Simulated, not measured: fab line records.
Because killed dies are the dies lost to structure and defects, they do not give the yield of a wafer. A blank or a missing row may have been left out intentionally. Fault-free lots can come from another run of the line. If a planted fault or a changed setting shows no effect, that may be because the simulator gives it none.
fab line records	flow sfq_line
[record] lots = 14	wafers = 41	last_day = 83
route steps=325 shown M0@29 M1@59
lots untouched by any fault: they come from a run of this same line in which no faults occurred
start_h: hours from the record's opening day to when the first of the lot's shown wafers began	wait_h: how many hours have passed since the lot's step before this one	" unchanged from the row above	L1.1+2: a single row standing in for several wafers	- either no value or no given start	* or withheld: withheld	< > ~ a bound
route shown NAME@n: NAME is a module with steps in the file, n the number in the route of the first one	usual: the fault-free wafers' mean and standard deviation	same: alike in all rows	chamber/n: place in a boat	sites: the reading at each site	_std_site: the standard deviation of these	_edge_site: the outer-site mean with the inner-site mean subtracted	radius_mm: how far each site lies from the wafer's centre	mask NAME#n: copy n	behind: the last tool/chamber to shape the wafer	hold: what put the lot on hold/how long, in hours/how the hold closed	device: the transistor (n, p or np) that didn't switch	end of line: the tests these same wafers got at the end of their route	a step without rows: its recipe alone	killed: not the wafer's yield, but the dies lost to structure and defects at the first sort	map: shows each die of a wafer: x if killed, . if not, _ if none is there
set.NAME: setting as actually run; set.NAME@STEP: the setting as run at that earlier step	model.NAME: the simulator's own value behind a step, which no gauge read
one table for each step of the route and one row for each wafer, over a sample of lots
services: a tool's chamber out of use, with start hour (start_h, from the record's first day; less than 0 if before it), hours out, and reason
[[steps]]
[step SFQ_TRILAYER_M0_DEP_SPUTTER_019]
[recipe] material = Nb	base_pressure_pa = 1.33e-06	chamber_pressure_pa = 0.1333	substrate_temp_c = 20	resputter_cathode_voltage_v = 400	target_thk_nm = 200	power_w = 2000	time_s = 133.3
[usual] throttle_valve_pct = 29.9/1
lot.wafer	tool	chamber	start_h	wait_h	throttle_valve_pct
L903.2	pvd_sputter-06	-	159.18	0.0	29.6
L903.5	"	-	"	"	29.4
L903.6	"	-	"	"	29.1
L904.2	pvd_sputter-06	-	167.71	0.0	28.9
L904.5	"	-	"	"	29.1
L904.6	"	-	"	"	29.9
L905.1	pvd_sputter-05	-	172.51	0.0	31.3
L905.4	"	-	"	"	28.0
L905.5	"	-	"	"	28.0
L907.1	pvd_sputter-03	-	181.66	0.0	30.5
L907.4	"	-	"	"	28.9
L907.6	"	-	"	"	31.4
L908.1	pvd_sputter-03	-	185.27	0.0	29.8
L908.3	"	-	"	"	28.9
L908.5	"	-	"	"	30.6
L909.1	pvd_sputter-03	-	186.46	0.0	29.1
L909.3	"	-	"	"	31.9
L909.6	"	-	"	"	30.3
L910.1	pvd_sputter-05	-	193.66	0.0	29.9
L910.5	"	-	"	"	31.3
L910.6	"	-	"	"	30.3
L911.1	pvd_sputter-06	-	199.67	0.0	29.4
L911.4	"	-	"	"	30.2
L911.6	"	-	"	"	29.5
L912.4	pvd_sputter-06	-	206.86	0.0	29.1
L912.5	"	-	"	"	29.6
L912.6	"	-	"	"	29.0
L914.2	pvd_sputter-06	-	216.46	0.0	29.3
L914.3	"	-	"	"	29.3
L914.6	"	-	"	"	29.3
L915.1	pvd_sputter-06	-	226.03	0.0	29.9
L915.3	"	-	"	"	29.0
L915.6	"	-	"	"	29.3
L919.2	pvd_sputter-06	-	256.20	0.0	29.1
L919.5	"	-	"	"	28.9
L919.6	"	-	"	"	29.3
L922.3	pvd_sputter-06	-	279.01	0.0	30.1
L922.6	"	-	"	"	30.2
L926.4	pvd_sputter-05	-	293.41	0.0	28.0
L926.5	"	-	"	"	28.2
L926.6	"	-	"	"	31.6
[step SFQ_M0_RS_MEAS_904]
[recipe] thk_meas_gauge = four-point-probe	reads = Nb_of_TRILAYER_M0_DEP_SPUTTER_019
[usual] M0_NB_RS = 0.894/0.009
lot.wafer	tool	chamber	start_h	wait_h	M0_NB_RS[ohm/sq]
L903.2	film_metro-03	-	159.29	0.1	0.909
L903.5	"	-	"	"	0.905
L903.6	"	-	"	"	0.904
L904.2	film_metro-03	-	167.82	0.1	0.890
L904.5	"	-	"	"	0.893
L904.6	"	-	"	"	0.890
L905.1	film_metro-03	-	172.60	0.0	0.892
L905.4	"	-	"	"	0.890
L905.5	"	-	"	"	0.888
L907.1	film_metro-03	-	181.75	0.0	0.899
L907.4	"	-	"	"	0.900
L907.6	"	-	"	"	0.901
L908.1	film_metro-01	-	185.36	0.0	0.901
L908.3	"	-	"	"	0.898
L908.5	"	-	"	"	0.896
L909.1	film_metro-01	-	186.55	0.0	0.904
L909.3	"	-	"	"	0.895
L909.6	"	-	"	"	0.899
L910.1	film_metro-03	-	193.75	0.0	0.904
L910.5	"	-	"	"	0.898
L910.6	"	-	"	"	0.897
L911.1	film_metro-01	-	199.76	0.0	0.913
L911.4	"	-	"	"	0.909
L911.6	"	-	"	"	0.917
L912.4	film_metro-02	-	207.01	0.1	0.902
L912.5	"	-	"	"	0.899
L912.6	"	-	"	"	0.888
L914.2	film_metro-03	-	216.57	0.1	0.889
L914.3	"	-	"	"	0.904
L914.6	"	-	"	"	0.904
L915.1	film_metro-01	-	226.12	0.0	0.901
L915.3	"	-	"	"	0.899
L915.6	"	-	"	"	0.903
L919.2	film_metro-03	-	256.31	0.1	0.885
L919.5	"	-	"	"	0.885
L919.6	"	-	"	"	2.395
L922.3	film_metro-03	-	279.14	0.1	2.362
L922.6	"	-	"	"	2.365
L926.4	film_metro-02	-	293.56	0.1	0.899
L926.5	"	-	"	"	0.891
L926.6	"	-	"	"	0.891
[step SFQ_TRILAYER_M0_BARC_OPEN_METAL_ETCH_031]
[recipe] mask_material = PR	chemistry = O2	target_depth_nm = 125	target = BARC	icp_w = 600	bias_w = 80	pressure_mtorr = 10	time_s = 41.7
[usual] drypump_motor_current_A = 5.6/0.41	oes_product_au = 0.685/0.0045
lot.wafer	tool	chamber	start_h	wait_h	drypump_motor_current_A	oes_product_au	rf_hours_counter_h
L903.2	rie_metal-04	0	179.70	0.0	6.2	0.677	171
L903.5	"	0	"	"	6.2	0.690	-
L903.6	"	1	"	"	5.3	0.690	-
L904.2	rie_metal-01	0	183.30	0.0	5.2	0.694	41
L904.5	"	1	"	"	5.7	0.684	-
L904.6	"	0	"	"	5.3	0.685	-
L905.1	rie_metal-03	0	185.70	0.0	5.9	0.687	5
L905.4	"	0	"	"	5.9	0.691	-
L905.5	"	0	"	"	6.0	0.686	-
L907.1	rie_metal-01	1	194.10	0.0	5.7	0.689	20
L907.4	"	0	"	"	5.3	0.691	-
L907.6	"	1	"	"	5.7	0.691	-
L908.1	rie_metal-04	1	196.50	0.0	5.3	0.677	171
L908.3	"	0	"	"	6.2	0.680	-
L908.5	"	0	"	"	6.2	0.684	-
L909.1	rie_metal-03	1	198.95	0.0	5.0	0.688	98
L909.3	"	1	"	"	5.0	0.681	-
L909.6	"	0	"	"	5.9	0.689	-
L910.1	rie_metal-04	1	203.83	0.0	5.3	0.690	173
L910.5	"	0	"	"	6.2	0.688	-
L910.6	"	1	"	"	5.3	0.685	-
L911.1	rie_metal-03	1	211.00	0.0	5.0	0.689	102
L911.4	"	0	"	"	5.9	0.681	-
L911.6	"	0	"	"	6.0	0.683	-
L912.4	rie_metal-03	0	214.62	0.0	6.0	0.680	-
L912.5	"	1	"	"	5.0	0.684	-
L912.6	"	0	"	"	6.0	0.684	-
L914.2	rie_metal-01	0	219.76	0.0	5.3	0.681	49
L914.3	"	0	"	"	5.3	0.683	-
L914.6	"	0	"	"	5.3	0.682	-
L915.1	rie_metal-04	0	232.15	0.0	6.2	0.679	181
L915.3	"	1	"	"	5.3	0.685	-
L915.6	"	1	"	"	5.3	0.690	-
L919.2	rie_metal-04	0	258.99	0.0	6.2	0.688	-
L919.5	"	0	"	"	6.2	0.688	-
L919.6	"	0	"	"	6.2	0.685	-
L922.3	rie_metal-04	1	285.17	0.1	5.3	0.673	-
L922.6	"	1	"	"	5.3	0.675	-
L926.4	rie_metal-04	1	398.22	0.0	5.3	0.686	-
L926.5	"	1	"	"	5.3	0.679	-
L926.6	"	0	"	"	6.2	0.685	-
[step SFQ_TRILAYER_M0_ETCH_METAL_ETCH_024]
[recipe] target = Nb	stop_on = SiO2	mask_material = PR	chemistry = Cl2/Ar	target_depth_nm = 240	icp_w = 600	bias_w = 80	pressure_mtorr = 10	time_s = 120
[usual] drypump_motor_current_A = 5.6/0.41	oes_product_au = 0.892/0.0069
lot.wafer	tool	chamber	start_h	wait_h	drypump_motor_current_A	oes_product_au	rf_hours_counter_h
L903.2	rie_metal-04	0	179.75	0.0	6.2	0.889	171
L903.5	"	0	"	"	6.2	0.884	-
L903.6	"	1	"	"	5.3	0.883	-
L904.2	rie_metal-01	0	183.35	0.0	5.3	0.895	41
L904.5	"	1	"	"	5.7	0.890	-
L904.6	"	0	"	"	5.3	0.896	-
L905.1	rie_metal-03	0	185.75	0.0	6.0	0.891	5
L905.4	"	0	"	"	6.0	0.899	-
L905.5	"	0	"	"	5.9	0.898	-
L907.1	rie_metal-01	1	194.15	0.0	5.7	0.890	20
L907.4	"	0	"	"	5.3	0.885	-
L907.6	"	1	"	"	5.7	0.890	-
L908.1	rie_metal-04	1	196.55	0.0	5.3	0.892	171
L908.3	"	0	"	"	6.2	0.888	-
L908.5	"	0	"	"	6.2	0.892	-
L909.1	rie_metal-03	1	199.00	0.0	5.0	0.886	98
L909.3	"	1	"	"	5.0	0.893	-
L909.6	"	0	"	"	6.0	0.894	-
L910.1	rie_metal-04	1	203.89	0.0	5.3	0.892	173
L910.5	"	0	"	"	6.2	0.892	-
L910.6	"	1	"	"	5.3	0.898	-
L911.1	rie_metal-03	1	211.05	0.0	5.0	0.891	102
L911.4	"	0	"	"	6.0	0.889	-
L911.6	"	0	"	"	5.9	0.879	-
L912.4	rie_metal-03	0	214.70	0.1	5.9	0.885	-
L912.5	"	1	"	"	5.0	0.885	-
L912.6	"	0	"	"	6.0	0.899	-
L914.2	rie_metal-01	0	219.82	0.0	5.3	0.901	49
L914.3	"	0	"	"	5.3	0.884	-
L914.6	"	0	"	"	5.3	0.890	-
L915.1	rie_metal-04	0	232.21	0.0	6.2	0.892	181
L915.3	"	1	"	"	5.3	0.890	-
L915.6	"	1	"	"	5.3	0.884	-
L919.2	rie_metal-04	0	259.13	0.1	6.2	0.896	-
L919.5	"	0	"	"	6.2	0.898	-
L919.6	"	0	"	"	6.2	0.573	-
L922.3	rie_metal-04	1	285.34	0.1	5.3	0.569	-
L922.6	"	1	"	"	5.3	0.577	-
L926.4	rie_metal-04	1	398.30	0.1	5.3	0.888	-
L926.5	"	1	"	"	5.3	0.903	-
L926.6	"	0	"	"	6.2	0.895	-
[step SFQ_TRILAYER_M1_DEP_SPUTTER_037]
[recipe] material = Nb	base_pressure_pa = 1.33e-06	chamber_pressure_pa = 0.1333	substrate_temp_c = 20	resputter_cathode_voltage_v = 400	target_thk_nm = 200	power_w = 2000	time_s = 133.3
[usual] throttle_valve_pct = 29.7/0.89
lot.wafer	tool	chamber	start_h	wait_h	throttle_valve_pct
L903.2	pvd_sputter-05	-	287.08	0.0	31.8
L903.5	"	-	"	"	31.2
L903.6	"	-	"	"	31.7
L904.2	pvd_sputter-04	-	289.88	0.0	30.4
L904.5	"	-	"	"	30.3
L904.6	"	-	"	"	29.1
L905.1	pvd_sputter-06	-	290.92	0.0	29.0
L905.4	"	-	"	"	30.2
L905.5	"	-	"	"	28.8
L907.1	pvd_sputter-04	-	305.12	0.0	29.9
L907.4	"	-	"	"	28.9
L907.6	"	-	"	"	29.8
L908.1	pvd_sputter-04	-	306.32	0.0	30.2
L908.3	"	-	"	"	28.7
L908.5	"	-	"	"	28.9
L909.1	pvd_sputter-05	-	311.12	0.0	28.0
L909.3	"	-	"	"	32.0
L909.6	"	-	"	"	28.2
L910.1	pvd_sputter-06	-	317.12	0.0	30.2
L910.5	"	-	"	"	29.3
L910.6	"	-	"	"	29.3
L911.1	pvd_sputter-06	-	328.81	0.0	29.1
L911.4	"	-	"	"	30.0
L911.6	"	-	"	"	30.1
L912.4	pvd_sputter-06	-	339.61	0.0	29.4
L912.5	"	-	"	"	29.3
L912.6	"	-	"	"	29.0
L914.2	pvd_sputter-06	-	347.56	0.0	29.1
L914.3	"	-	"	"	29.2
L914.6	"	-	"	"	29.1
L915.1	pvd_sputter-05	-	353.56	0.0	29.9
L915.3	"	-	"	"	31.8
L915.6	"	-	"	"	31.7
L919.2	pvd_sputter-05	-	372.76	0.0	31.5
L919.5	"	-	"	"	30.1
L919.6	"	-	"	"	31.2
L922.3	pvd_sputter-05	-	394.36	0.0	29.8
L922.6	"	-	"	"	28.6
L926.4	pvd_sputter-05	-	408.60	0.0	31.6
L926.5	"	-	"	"	29.9
L926.6	"	-	"	"	31.2
[step SFQ_M1_OVL_MEAS_911]
[usual] M1_OVL = -1/6.3
lot.wafer	tool	chamber	start_h	wait_h	M1_OVL[nm]
L903.2	overlay-02	-	328.61	0.1	-4
L903.5	"	-	"	"	-5
L903.6	"	-	"	"	-7
L904.2	overlay-02	-	329.34	0.1	-18
L904.5	"	-	"	"	-8
L904.6	"	-	"	"	-13
L905.1	overlay-02	-	330.53	0.1	-5
L905.4	"	-	"	"	-2
L905.5	"	-	"	"	-1
L907.1	overlay-01	-	418.56	0.1	-4
L907.4	"	-	"	"	-3
L907.6	"	-	"	"	-8
L908.1	overlay-02	-	420.96	0.1	6
L908.3	"	-	"	"	-2
L908.5	"	-	"	"	2
L909.1	overlay-02	-	428.16	0.1	11
L909.3	"	-	"	"	13
L909.6	"	-	"	"	10
L910.1	overlay-02	-	435.49	0.1	6
L910.5	"	-	"	"	9
L910.6	"	-	"	"	-7
L911.1	overlay-02	-	450.95	0.1	-1
L911.4	"	-	"	"	2
L911.6	"	-	"	"	-2
L912.4	overlay-01	-	462.97	0.1	6
L912.5	"	-	"	"	8
L912.6	"	-	"	"	4
L914.2	overlay-01	-	476.15	0.1	3
L914.3	"	-	"	"	-1
L914.6	"	-	"	"	2
L915.1	overlay-02	-	491.68	0.1	-9
L915.3	"	-	"	"	-6
L915.6	"	-	"	"	2
L919.2	overlay-02	-	523.10	0.1	-3
L919.5	"	-	"	"	-2
L919.6	"	-	"	"	-2
L922.3	overlay-02	-	543.51	0.1	2
L922.6	"	-	"	"	4
L926.4	overlay-02	-	562.02	0.1	3
L926.5	"	-	"	"	5
L926.6	"	-	"	"	6
[[services]]
tool	chamber	start_h	hours	kind
rie_metal-04	1	139.16	17.7	repair
pvd_sputter-05	-	179.60	13.4	repair
pvd_sputter-06	1	183.99	-	consumable_replace:kit
pvd_sputter-06	1	183.99	18.0	scheduled_down
pvd_sputter-06	1	183.99	18.0	vent_cycle
rie_metal-04	0	185.20	5.8	repair
pvd_sputter-05	-	196.43	0.6	repair
pvd_sputter-04	-	197.97	57.6	repair
rie_metal-01	-	201.08	2.8	pm
pvd_sputter-06	-	234.49	1.2	repair
rie_metal-03	-	239.28	28.1	pm
rie_metal-04	1	258.26	-	clean
rie_metal-04	1	258.26	16.6	scheduled_down
rie_metal-04	1	258.26	16.6	vent_cycle
pvd_sputter-03	-	262.85	0.6	repair
pvd_sputter-03	-	271.00	0.9	repair
rie_metal-04	0	275.69	-	clean
rie_metal-04	0	275.69	18.7	scheduled_down
rie_metal-04	0	275.69	18.7	vent_cycle
pvd_sputter-04	-	298.86	4.9	repair
pvd_sputter-03	-	319.82	3.9	repair
pvd_sputter-03	-	320.18	6.4	repair
rie_metal-01	1	335.83	6.1	repair
pvd_sputter-03	-	400.26	8.8	repair
[[key]]
[first_sign] step = SFQ_M0_RS_MEAS_904	reading = M0_NB_RS	direction = up	sigmas = 99+	usual = 0.894	struck = 2.374
[effect] step = SFQ_TRILAYER_M0_ETCH_METAL_ETCH_024	reading = oes_product_au	direction = down	sigmas = 47	usual = 0.892	struck = 0.573
met_at SFQ_TRILAYER_M0_DEP_SPUTTER_019
struck_lots L919,L922
struck_wafers L919.6,L922.3,L922.6
not_acting_at SFQ_TRILAYER_M0_BARC_OPEN_METAL_ETCH_031,SFQ_TRILAYER_M1_DEP_SPUTTER_037,SFQ_M1_OVL_MEAS_911
onset_between 226.03 256.20
[fault] kind = process_parameter_drift	tool = pvd_sputter-06	chamber = -	onset_h = 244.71	steps = SFQ_TRILAYER_M0_DEP_SPUTTER_019	channel = target_thk_nm	offset = -123.42	shape = step	end_h = 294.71	scope = struck_wafers_only	acts_in = these_recipes_only	stated = 200
